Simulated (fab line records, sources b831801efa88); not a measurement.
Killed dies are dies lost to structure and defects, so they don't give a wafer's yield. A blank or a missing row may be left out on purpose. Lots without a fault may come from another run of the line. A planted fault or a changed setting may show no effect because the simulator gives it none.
fab line records | flow sky130
record lots=11 wafers=33 last_day=50
route steps=708 shown VIA4@652 METAL5@662 PAD_OPEN@708
lots that met no fault: from a run of the same line without faults
start_h: hours from the record's first day to the start of the lot's first wafer shown | wait_h: hours since the lot's step before | " the same as in the row above | L1.1+2: a row that stands for several wafers | - no value, or no start given | * or withheld: withheld | < > ~ a bound
route shown NAME@n: a module of which the file shows steps, and the number in the route of the first | usual: mean/standard deviation of fault-free wafers | same: alike in all rows | chamber/n: place in a boat | sites: the reading at each site | _std_site: their standard deviation | _edge_site: outer sites' mean less inner sites' | radius_mm: how far each site lies from the wafer's centre | mask NAME#n: copy n | behind: the tool/chamber that last shaped the wafer | hold: why the lot was held/for how many hours/how that ended | device: the transistor (n, p or np) that didn't switch | end of line: the same wafers' tests at the end of the route | a step without rows: its recipe alone | killed: dies lost to structure and defects at the first sort, not the wafer's yield | map: a wafer's dies, x killed, . not, _ none there
set.NAME: the setting as run; set.NAME@STEP: as run at that earlier step | model.NAME: the simulator's own value behind a step, which no gauge read
steps of the route over a sample of lots; a table a step, a row a wafer
services: from which hour (start_h, from the record's first day; less than 0 if before it) a tool's chamber was out of use, for how many hours, and why
## steps
# step SKY_VIA4_STRIP_13
# recipe chemistry=O2/N2 power_w=1400 pressure_mtorr=1500 platen_temp_c=withheld o2_flow_sccm=3000 n2_flow_sccm=300 overash_fraction=0.5
# usual chamber_pressure_mTorr=1500.3/1.5 drypump_motor_current_A=5.8/0.51 oes_product_au=0.710/0.0039 strip_time_to_endpoint_s=12.811/0.026
# columns lot.wafer tool chamber start_h wait_h chamber_pressure_mTorr drypump_motor_current_A oes_product_au rf_hours_counter_h strip_time_to_endpoint_s
L342.2 plasma_asher-01 1 999.14 - 1500.3 6.3 0.707 53 12.760
L342.3 " 1 " " 1501.4 6.3 0.713 - 12.788
L342.5 " 0 " " 1504.3 5.3 0.708 - 12.830
L343.1 plasma_asher-04 1 1024.44 - 1497.9 5.1 0.708 29 12.781
L343.5 " 0 " " 1499.7 5.8 0.715 - 12.803
L343.6 " 1 " " 1498.6 5.1 0.709 - 12.796
L346.1 plasma_asher-03 0 1026.80 - 1500.6 6.5 0.707 125 12.838
L346.2 " 1 " " 1499.8 5.6 0.713 125 12.797
L346.5 " 0 " " 1501.4 6.5 0.705 - 12.796
L348.1 plasma_asher-01 1 1048.05 - 1499.1 6.3 0.707 58 12.817
L348.4 " 0 " " 1499.6 5.3 0.705 - 12.801
L348.6 " 1 " " 1497.9 6.3 0.709 - 12.793
L349.2 plasma_asher-03 0 1054.97 - 1497.6 6.5 0.711 129 12.795
L349.4 " 1 " " 1501.3 5.6 0.708 - 12.787
L349.5 " 0 " " 1501.2 6.5 0.712 - 12.783
L354.3 plasma_asher-01 1 1092.57 - 1501.5 6.3 0.711 - 12.848
L354.4 " 0 " " 1498.6 5.3 0.709 - 12.795
L354.5 " 0 " " 1499.3 5.3 0.711 - 12.808
L360.1 plasma_asher-04 1 1115.02 - 1497.0 5.1 0.708 37 12.828
L360.3 " 0 " " 1501.5 5.8 0.721 - 12.836
L360.6 " 0 " " 1500.8 5.7 0.720 - 12.789
L361.1 plasma_asher-01 0 1129.44 - 1499.4 5.3 0.716 66 12.789
L361.3 " 1 " " 1500.6 6.3 0.712 - 12.829
L361.6 " 0 " " 1503.9 5.3 0.706 - 12.800
L363.1 plasma_asher-01 0 1130.92 - 1498.7 5.3 0.708 66 12.848
L363.4 " 1 " " 1499.2 6.3 0.707 - 12.816
L363.6 " 1 " " 1501.2 6.3 0.716 - 12.831
L364.2 plasma_asher-04 0 1143.65 - 1500.9 5.8 0.707 40 12.808
L364.5 " 1 " " 1499.7 5.1 0.713 - 12.801
L364.6 " 0 " " 1500.8 5.8 0.706 - 12.803
L365.2 plasma_asher-04 0 1144.79 - 1499.1 5.8 0.712 40 12.807
L365.3 " 1 " " 1501.4 5.1 0.708 - 12.814
L365.4 " 0 " " 1499.8 5.8 0.707 - 12.811
# step SKY_VIA4_RS_MEAS_19
# recipe thk_meas_gauge=four-point-probe reads=W_of_VIA4_CVD_18+TiN_of_VIA4_SPUTTER_17
# usual VIA4_W_RS=0.2255/0.0027
# columns lot.wafer tool chamber start_h wait_h VIA4_W_RS[ohm/sq]
L342.2 film_metro-04 - 1000.11 0.2 0.2236
L342.3 " - " " 0.2239
L342.5 " - " " 0.2212
L343.1 film_metro-02 - 1025.39 0.3 0.2286
L343.5 " - " " 0.2268
L343.6 " - " " 0.2271
L346.1 film_metro-03 - 1027.81 0.3 0.2251
L346.2 " - " " 0.2287
L346.5 " - " " 0.2258
L348.1 film_metro-04 - 1048.89 0.1 0.2296
L348.4 " - " " 0.2281
L348.6 " - " " 0.2268
L349.2 film_metro-04 - 1056.22 0.1 0.2217
L349.4 " - " " 0.2234
L349.5 " - " " 0.2237
L354.3 film_metro-02 - 1093.38 0.1 0.2253
L354.4 " - " " 0.2282
L354.5 " - " " 0.2250
L360.1 film_metro-02 - 1115.83 0.1 0.2274
L360.3 " - " " 0.2268
L360.6 " - " " 0.2256
L361.1 film_metro-02 - 1130.49 0.3 0.2282
L361.3 " - " " 0.2303
L361.6 " - " " 0.2266
L363.1 film_metro-03 - 1131.88 0.3 0.2265
L363.4 " - " " 0.2220
L363.6 " - " " 0.2239
L364.2 film_metro-04 - 1144.98 0.2 0.2282
L364.5 " - " " 0.2301
L364.6 " - " " 0.2272
L365.2 film_metro-02 - 1146.11 0.2 0.2248
L365.3 " - " " 0.2240
L365.4 " - " " 0.2252
# step SKY_METAL5_SPUTTER_01
# recipe material=TiN target_thk_nm=20 power_w=6500 time_s=16.7 chamber_pressure_pa=0.4
# usual cathode_dc_power_W=6500.1/1.2 throttle_valve_pct=30.5/0.92
# columns lot.wafer tool chamber start_h wait_h cathode_dc_power_W throttle_valve_pct
L342.2 pvd_sputter-04 - 1000.59 0.0 6498.7 29.8
L342.3 " - " " 6501.6 29.5
L342.5 " - " " 6499.2 29.7
L343.1 pvd_sputter-02 - 1025.89 0.0 6499.7 31.5
L343.5 " - " " 6497.6 31.2
L343.6 " - " " 6499.9 31.4
L346.1 pvd_sputter-02 - 1028.43 0.0 6499.9 31.4
L346.2 " - " " 6500.9 31.2
L346.5 " - " " 6498.2 29.5
L348.1 pvd_sputter-04 - 1049.39 0.0 6500.9 31.2
L348.4 " - " " 6499.6 29.6
L348.6 " - " " 6498.8 31.2
L349.2 pvd_sputter-04 - 1056.71 0.0 6500.4 31.3
L349.4 " - " " 6500.6 29.7
L349.5 " - " " 6498.7 30.4
L354.3 pvd_sputter-04 - 1093.84 0.0 6500.6 31.0
L354.4 " - " " 5954.2 29.9
L354.5 " - " " 6499.2 31.3
L360.1 pvd_sputter-02 - 1116.33 0.0 6499.7 31.2
L360.3 " - " " 6500.5 31.4
L360.6 " - " " 6500.3 31.2
L361.1 pvd_sputter-01 - 1130.99 0.0 6502.0 28.6
L361.3 " - " " 6501.4 29.2
L361.6 " - " " 6501.6 31.1
L363.1 pvd_sputter-02 - 1132.40 0.0 6499.4 31.3
L363.4 " - " " 6499.2 31.2
L363.6 " - " " 6499.8 31.5
L364.2 pvd_sputter-01 - 1145.46 0.0 6500.7 30.8
L364.5 " - " " 6500.5 29.2
L364.6 " - " " 6501.5 31.5
L365.2 pvd_sputter-01 - 1146.59 0.0 6500.6 30.7
L365.3 " - " " 6499.5 28.9
L365.4 " - " " 6499.6 29.2
# step SKY_METAL5_SPUTTER_03
# recipe material=Ti target_thk_nm=5 power_w=3000 time_s=3.3 chamber_pressure_pa=0.4
# usual cathode_dc_power_W=3000.0/0.52 throttle_valve_pct=30.5/0.9
# columns lot.wafer tool chamber start_h wait_h cathode_dc_power_W throttle_valve_pct
L342.2 pvd_sputter-04 - 1000.67 0.0 2999.6 29.7
L342.3 " - " " 3000.1 29.5
L342.5 " - " " 3000.4 29.7
L343.1 pvd_sputter-02 - 1025.97 0.0 2999.9 31.5
L343.5 " - " " 2999.7 31.1
L343.6 " - " " 3000.1 31.7
L346.1 pvd_sputter-02 - 1028.51 0.0 2999.6 31.2
L346.2 " - " " 3000.8 31.4
L346.5 " - " " 3000.5 29.4
L348.1 pvd_sputter-04 - 1049.47 0.0 3000.1 31.3
L348.4 " - " " 2999.2 29.7
L348.6 " - " " 3000.3 31.3
L349.2 pvd_sputter-04 - 1056.78 0.0 2999.8 31.2
L349.4 " - " " 2999.4 29.8
L349.5 " - " " 2999.7 30.7
L354.3 pvd_sputter-04 - 1093.92 0.0 2999.5 31.1
L354.4 " - " " 2999.1 29.8
L354.5 " - " " 3000.1 31.2
L360.1 pvd_sputter-02 - 1116.40 0.0 3000.2 31.2
L360.3 " - " " 2999.7 31.4
L360.6 " - " " 3000.5 31.4
L361.1 pvd_sputter-01 - 1131.07 0.0 2999.5 28.2
L361.3 " - " " 2999.3 29.2
L361.6 " - " " 3000.2 31.0
L363.1 pvd_sputter-02 - 1132.48 0.0 3000.0 31.3
L363.4 " - " " 2999.9 31.2
L363.6 " - " " 3000.5 31.3
L364.2 pvd_sputter-01 - 1145.54 0.0 3001.0 30.7
L364.5 " - " " 3000.2 29.3
L364.6 " - " " 2998.8 31.4
L365.2 pvd_sputter-01 - 1146.66 0.0 2999.6 31.0
L365.3 " - " " 3000.0 28.6
L365.4 " - " " 3000.5 29.3
# step SKY_PAD_OPEN_PROBE_99
# usual defect_limited_yield=82.1/1.9 killed_at_M0_to_M3=44/7.3 killed_at_M4_up=3.5/1.8 killed_at_contacts=24/5.8 killed_at_front_end=16/4.3 killed_at_other=0.5/0.68 killed_dies=88/9.4 killed_open=48/6.8 killed_short=40/6.1 sort_bin_3_pad_short=0.9/0.39 sort_bin_5_function=10.5/1.4 sort_bin_6_memory=6.4/1.1 sort_n_pass=404/9.4 sort_yield_pct=82.1/1.9
# same gross_dies=492 killed_at_back_side=0 sort_bin_4_leakage[%]=0 sort_bin_8_speed[%]=0
# columns lot.wafer tool chamber start_h wait_h defect_limited_yield[%] killed_at_M0_to_M3 killed_at_M4_up killed_at_contacts killed_at_front_end killed_at_other killed_dies killed_open killed_short sort_bin_3_pad_short[%] sort_bin_5_function[%] sort_bin_6_memory[%] sort_n_pass sort_yield_pct[%]
L342.2 prober-02 - 1071.67 0.1 82.3 53 1 18 15 0 87 48 39 0.8 9.6 7.3 405 82.3
L342.3 prober-02 - 1071.72 0.2 83.7 36 5 25 14 0 80 39 41 1.0 10.0 5.3 412 83.7
L342.5 prober-02 - 1071.82 0.2 79.7 47 4 37 11 1 100 54 44 0.4 14.2 5.7 392 79.7
L343.1 prober-02 - 1093.83 0.1 82.5 42 5 22 17 0 86 44 38 0.4 11.2 5.9 406 82.5
L343.5 prober-02 - 1094.03 0.2 78.7 55 4 28 16 2 105 59 44 0.4 13.0 7.9 387 78.7
L343.6 prober-02 - 1094.08 0.2 81.1 50 3 20 20 0 93 48 42 0.6 10.6 7.7 399 81.1
L346.1 prober-02 - 1096.83 0.1 82.1 46 4 24 14 0 88 49 38 0.8 11.8 5.3 404 82.1
L346.2 prober-02 - 1096.88 0.1 82.1 45 2 24 16 1 88 44 44 0.8 11.0 6.1 404 82.1
L346.5 prober-02 - 1097.03 0.2 83.5 33 2 32 13 1 81 45 34 1.2 9.3 5.9 411 83.5
L348.1 prober-02 - 1114.34 0.1 82.5 42 4 28 12 0 86 46 39 1.4 10.2 5.9 406 82.5
L348.4 prober-02 - 1114.49 0.2 81.9 48 1 26 13 1 89 48 41 0.6 11.6 5.9 403 81.9
L348.6 prober-02 - 1114.59 0.2 83.7 49 0 19 12 0 80 36 44 1.0 9.8 5.5 412 83.7
L349.2 prober-01 - 1121.91 0.1 82.7 47 3 14 21 0 85 43 42 1.0 9.3 6.9 407 82.7
L349.4 prober-01 - 1122.01 0.2 82.9 43 3 21 14 3 84 44 39 0.6 10.2 6.3 408 82.9
L349.5 prober-01 - 1122.06 0.2 83.1 43 4 19 17 0 83 41 41 1.4 10.2 5.3 409 83.1
L354.3 prober-01 - 1155.35 0.2 81.9 48 1 23 16 1 89 51 38 1.4 10.0 6.7 403 81.9
L354.4 prober-01 - 1155.40 0.2 83.7 39 4 17 20 0 80 44 35 0.8 9.3 6.1 412 83.7
L354.5 prober-01 - 1155.45 0.2 79.9 46 4 38 10 1 99 50 48 0.6 11.4 8.1 393 79.9
L360.1 prober-01 - 1174.07 0.1 83.1 42 3 16 22 0 83 44 38 0.4 10.6 5.9 409 83.1
L360.3 prober-01 - 1174.17 0.2 83.5 30 3 24 24 0 81 48 31 0.6 11.6 4.3 411 83.5
L360.6 prober-01 - 1174.32 0.2 81.3 49 2 22 18 1 92 47 45 0.6 10.4 7.7 400 81.3
L361.1 prober-01 - 1187.30 0.1 79.7 56 3 24 17 0 100 51 49 0.4 12.6 7.3 392 79.7
L361.3 prober-01 - 1187.40 0.2 80.9 45 6 29 14 0 94 40 53 0.6 10.2 8.3 398 80.9
L361.6 prober-01 - 1187.55 0.2 79.1 50 1 31 20 1 103 54 48 0.6 11.2 9.1 389 79.1
L363.1 prober-02 - 1187.72 0.1 79.5 57 5 26 13 0 101 65 36 0.2 11.8 8.5 391 79.5
L363.4 prober-02 - 1187.87 0.2 80.3 47 4 24 22 0 97 56 41 0.8 12.6 6.3 395 80.3
L363.6 prober-02 - 1187.97 0.2 85.0 37 3 20 14 0 74 47 27 1.0 7.7 6.3 418 85.0
L364.2 prober-02 - 1198.10 0.1 82.5 41 2 26 16 1 86 52 32 1.0 9.3 7.1 406 82.5
L364.5 prober-02 - 1198.25 0.2 81.7 50 4 24 12 0 90 53 37 1.4 11.0 5.9 402 81.7
L364.6 prober-02 - 1198.30 0.2 76.4 59 5 30 19 3 116 62 51 2.2 12.4 8.9 376 76.4
L365.2 prober-01 - 1198.47 0.1 82.9 34 4 30 16 0 84 50 34 0.8 10.0 6.3 408 82.9
L365.3 prober-01 - 1198.52 0.2 83.7 38 3 29 10 0 80 41 39 1.2 9.1 5.9 412 83.7
L365.4 prober-01 - 1198.57 0.2 83.7 40 3 24 13 0 80 42 38 1.0 9.8 5.5 412 83.7
# killed by level:class
L342.2 VIA1:geometric_particle:open=15 METAL2:geometric_particle:short=8 VIA3:geometric_particle:open=8 CONTACT:geometric_particle:open=6 VIA2:geometric_particle:open=5 FIELD_ISO:geometric_particle:open=4 LOCAL_INTERCONNECT:geometric_particle:short=4 VIA1:geometric_particle:short=4
L342.3 VIA1:geometric_particle:open=11 CONTACT:geometric_particle:open=8 LI_CONTACT:geometric_particle:open=6 VIA3:geometric_particle:short=6 LOCAL_INTERCONNECT:geometric_particle:short=5 POLY_GATE:geometric_particle:open=4 POLY_GATE:geometric_particle:short=4 METAL3:geometric_particle:short=4
L342.5 CONTACT:geometric_particle:open=13 VIA1:geometric_particle:open=13 LI_CONTACT:geometric_particle:open=11 VIA1:geometric_particle:short=8 CONTACT:geometric_particle:short=6 METAL1:geometric_particle:short=6 LOCAL_INTERCONNECT:geometric_particle:short=5 METAL2:geometric_particle:short=4
L343.1 CONTACT:geometric_particle:open=10 VIA1:geometric_particle:open=9 VIA3:geometric_particle:open=7 CONTACT:geometric_particle:short=6 POLY_GATE:geometric_particle:open=6 METAL1:geometric_particle:short=5 VIA2:geometric_particle:short=5 VIA2:geometric_particle:open=4
L343.5 VIA1:geometric_particle:open=17 CONTACT:geometric_particle:open=15 VIA1:geometric_particle:short=9 VIA3:geometric_particle:open=8 METAL1:geometric_particle:short=6 FIELD_ISO:geometric_particle:short=5 POLY_GATE:geometric_particle:short=4 LOCAL_INTERCONNECT:geometric_particle:short=4
L343.6 VIA1:geometric_particle:open=18 POLY_GATE:geometric_particle:short=7 VIA2:geometric_particle:open=7 FIELD_ISO:geometric_particle:short=6 CONTACT:geometric_particle:short=6 CONTACT:geometric_particle:open=6 VIA1:geometric_particle:short=5 METAL2:geometric_particle:short=5
L346.1 CONTACT:geometric_particle:open=9 VIA3:geometric_particle:open=9 METAL1:geometric_particle:short=8 VIA1:geometric_particle:open=8 LI_CONTACT:geometric_particle:open=7 VIA2:geometric_particle:open=7 FIELD_ISO:geometric_particle:open=5 POLY_GATE:geometric_particle:short=4
L346.2 VIA1:geometric_particle:open=8 CONTACT:geometric_particle:short=7 METAL2:geometric_particle:short=7 CONTACT:geometric_particle:open=6 LI_CONTACT:geometric_particle:open=6 FIELD_ISO:geometric_particle:open=5 FIELD_ISO:geometric_particle:short=5 VIA2:geometric_particle:open=5
L346.5 CONTACT:geometric_particle:open=13 VIA1:geometric_particle:open=6 VIA3:geometric_particle:open=6 LI_CONTACT:geometric_particle:short=5 LI_CONTACT:geometric_particle:open=5 METAL2:geometric_particle:short=5 FIELD_ISO:geometric_particle:open=4 LOCAL_INTERCONNECT:geometric_particle:short=4
L348.1 LI_CONTACT:geometric_particle:open=10 VIA2:geometric_particle:open=8 CONTACT:geometric_particle:open=7 VIA3:geometric_particle:open=6 LOCAL_INTERCONNECT:geometric_particle:short=5 VIA1:geometric_particle:open=5 VIA2:geometric_particle:short=5 POLY_GATE:geometric_particle:open=4
L348.4 VIA1:geometric_particle:open=11 VIA2:geometric_particle:open=10 CONTACT:geometric_particle:open=9 METAL2:geometric_particle:short=7 LI_CONTACT:geometric_particle:open=6 CONTACT:geometric_particle:short=5 POLY_GATE:geometric_particle:short=4 METAL1:geometric_particle:short=4
L348.6 METAL1:geometric_particle:short=9 VIA1:geometric_particle:open=8 LI_CONTACT:geometric_particle:open=7 VIA1:geometric_particle:short=6 VIA3:geometric_particle:open=6 POLY_GATE:geometric_particle:short=5 METAL2:geometric_particle:short=5 CONTACT:geometric_particle:open=4
L349.2 VIA1:geometric_particle:open=10 METAL2:geometric_particle:short=7 FIELD_ISO:geometric_particle:open=6 VIA1:geometric_particle:short=6 CONTACT:geometric_particle:open=6 VIA2:geometric_particle:open=5 METAL1:geometric_particle:short=5 VIA3:geometric_particle:open=5
L349.4 VIA1:geometric_particle:open=10 LI_CONTACT:geometric_particle:open=9 METAL2:geometric_particle:short=6 POLY_GATE:geometric_particle:open=5 VIA3:geometric_particle:open=5 METAL3:geometric_particle:short=5 LI_CONTACT:geometric_particle:short=4 LOCAL_INTERCONNECT:geometric_particle:short=4
L349.5 VIA1:geometric_particle:open=9 VIA2:geometric_particle:open=6 METAL2:geometric_particle:short=5 LI_CONTACT:geometric_particle:open=5 LOCAL_INTERCONNECT:geometric_particle:short=5 METAL1:geometric_particle:short=5 FIELD_ISO:geometric_particle:short=4 CONTACT:geometric_particle:open=4
L354.3 VIA3:geometric_particle:open=10 LI_CONTACT:geometric_particle:open=9 VIA1:geometric_particle:open=8 METAL1:geometric_particle:short=6 VIA2:geometric_particle:open=6 CONTACT:geometric_particle:open=5 CONTACT:geometric_particle:short=5 VIA3:geometric_particle:short=5
L354.4 VIA1:geometric_particle:open=9 VIA2:geometric_particle:open=9 METAL2:geometric_particle:short=7 CONTACT:geometric_particle:short=6 VIA1:geometric_particle:short=6 FIELD_ISO:geometric_particle:open=5 LI_CONTACT:geometric_particle:open=5 CONTACT:geometric_particle:open=4
L354.5 VIA3:geometric_particle:open=12 CONTACT:geometric_particle:open=11 LI_CONTACT:geometric_particle:open=9 CONTACT:geometric_particle:short=9 VIA1:geometric_particle:short=8 LI_CONTACT:geometric_particle:short=5 VIA2:geometric_particle:open=5 POLY_GATE:geometric_particle:open=4
L360.1 VIA1:geometric_particle:open=9 FIELD_ISO:geometric_particle:open=7 POLY_GATE:geometric_particle:short=6 CONTACT:geometric_particle:open=6 VIA3:geometric_particle:open=6 LI_CONTACT:geometric_particle:open=5 VIA1:geometric_particle:short=5 VIA2:geometric_particle:short=5
L360.3 CONTACT:geometric_particle:open=11 FIELD_ISO:geometric_particle:short=9 VIA1:geometric_particle:open=7 LI_CONTACT:geometric_particle:open=6 FIELD_ISO:geometric_particle:open=5 VIA3:geometric_particle:open=5 METAL2:geometric_particle:open=4 POLY_GATE:geometric_particle:short=3
L360.6 VIA1:geometric_particle:open=13 CONTACT:geometric_particle:open=11 LI_CONTACT:geometric_particle:open=6 METAL1:geometric_particle:short=5 VIA3:geometric_particle:short=5 VIA1:geometric_particle:short=5 METAL2:geometric_particle:short=5 FIELD_ISO:geometric_particle:short=4
L361.1 VIA1:geometric_particle:open=13 CONTACT:geometric_particle:short=8 LI_CONTACT:geometric_particle:open=7 METAL1:geometric_particle:short=7 VIA3:geometric_particle:open=7 VIA2:geometric_particle:open=7 POLY_GATE:geometric_particle:short=6 METAL2:geometric_particle:short=5
L361.3 VIA1:geometric_particle:short=12 LOCAL_INTERCONNECT:geometric_particle:short=9 CONTACT:geometric_particle:open=8 VIA2:geometric_particle:open=7 VIA3:geometric_particle:open=5 METAL1:geometric_particle:short=5 VIA1:geometric_particle:open=5 FIELD_ISO:geometric_particle:short=4
L361.6 VIA1:geometric_particle:open=15 CONTACT:geometric_particle:open=12 METAL2:geometric_particle:short=9 METAL1:geometric_particle:short=7 FIELD_ISO:geometric_particle:open=6 LI_CONTACT:geometric_particle:open=6 LOCAL_INTERCONNECT:geometric_particle:short=6 FIELD_ISO:geometric_particle:short=5
L363.1 CONTACT:geometric_particle:open=11 VIA1:geometric_particle:open=11 VIA1:geometric_particle:short=10 VIA3:geometric_particle:open=10 LI_CONTACT:geometric_particle:open=8 VIA2:geometric_particle:open=8 POLY_GATE:geometric_particle:open=6 VIA2:geometric_particle:short=6
L363.4 VIA1:geometric_particle:open=10 FIELD_ISO:geometric_particle:open=8 CONTACT:geometric_particle:open=8 VIA2:geometric_particle:open=8 LI_CONTACT:geometric_particle:open=6 METAL2:geometric_particle:short=6 VIA3:geometric_particle:open=6 POLY_GATE:geometric_particle:short=4
L363.6 CONTACT:geometric_particle:open=10 VIA1:geometric_particle:open=10 LI_CONTACT:geometric_particle:open=6 FIELD_ISO:geometric_particle:short=5 METAL3:geometric_particle:short=4 METAL1:geometric_particle:short=4 VIA1:geometric_particle:short=4 VIA2:geometric_particle:open=4
L364.2 VIA1:geometric_particle:open=15 CONTACT:geometric_particle:open=9 LI_CONTACT:geometric_particle:open=7 CONTACT:geometric_particle:short=6 POLY_GATE:geometric_particle:open=4 METAL1:geometric_particle:short=4 METAL2:geometric_particle:short=4 VIA2:geometric_particle:open=4
L364.5 LI_CONTACT:geometric_particle:open=10 VIA2:geometric_particle:open=10 VIA1:geometric_particle:open=8 VIA3:geometric_particle:open=8 CONTACT:geometric_particle:open=6 VIA1:geometric_particle:short=5 METAL2:geometric_particle:short=4 LOCAL_INTERCONNECT:geometric_particle:short=4
L364.6 VIA1:geometric_particle:open=15 VIA3:geometric_particle:open=12 LI_CONTACT:geometric_particle:open=8 CONTACT:geometric_particle:open=7 CONTACT:geometric_particle:short=7 VIA1:geometric_particle:short=7 FIELD_ISO:geometric_particle:open=6 LI_CONTACT:geometric_particle:short=6
L365.2 CONTACT:geometric_particle:open=11 VIA1:geometric_particle:open=9 LI_CONTACT:geometric_particle:open=8 FIELD_ISO:geometric_particle:short=7 VIA3:geometric_particle:open=7 POLY_GATE:geometric_particle:short=4 LI_CONTACT:geometric_particle:short=4 LOCAL_INTERCONNECT:geometric_particle:short=4
L365.3 CONTACT:geometric_particle:open=10 LI_CONTACT:geometric_particle:open=7 CONTACT:geometric_particle:short=6 VIA2:geometric_particle:short=6 VIA1:geometric_particle:open=5 VIA1:geometric_particle:short=5 VIA3:geometric_particle:open=5 FIELD_ISO:geometric_particle:open=4
L365.4 VIA1:geometric_particle:open=11 LI_CONTACT:geometric_particle:open=7 CONTACT:geometric_particle:open=7 VIA1:geometric_particle:short=7 VIA2:geometric_particle:open=6 CONTACT:geometric_particle:short=5 METAL2:geometric_particle:short=5 POLY_GATE:geometric_particle:open=4
## services
# columns tool chamber start_h hours kind
plasma_asher-01 - 977.76 2.8 pm
plasma_asher-03 - 1008.37 1.1 repair
plasma_asher-01 - 1033.82 2.5 repair
plasma_asher-01 - 1038.57 4.5 repair
plasma_asher-04 - 1045.63 7.2 repair
plasma_asher-03 - 1055.25 9.0 pm
plasma_asher-03 0 1055.25 9.0 vent_cycle
plasma_asher-03 1 1055.25 9.0 vent_cycle
plasma_asher-01 - 1064.22 4.4 repair
plasma_asher-03 0 1064.25 - clean
plasma_asher-03 1 1064.25 - clean
plasma_asher-04 - 1084.60 4.6 repair
plasma_asher-01 - 1088.51 4.0 pm
pvd_sputter-01 - 1121.84 8.5 repair
## key
first_sign step=SKY_METAL5_SPUTTER_01 reading=cathode_dc_power_W direction=down sigmas=99+ usual=6500.1 struck=5954.2
effect none on later readings
met_at SKY_METAL5_SPUTTER_01
struck_lots L354
struck_wafers L354.4
not_acting_at SKY_VIA4_STRIP_13,SKY_VIA4_RS_MEAS_19,SKY_METAL5_SPUTTER_03
onset_between 1056.71 1093.84
fault kind=process_parameter_drift tool=pvd_sputter-04 chamber=- onset_h=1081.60 steps=SKY_METAL5_SPUTTER_01 channel=power_w offset=* shape=step end_h=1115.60 acts_in=* stated=* scope=struck_wafers_only
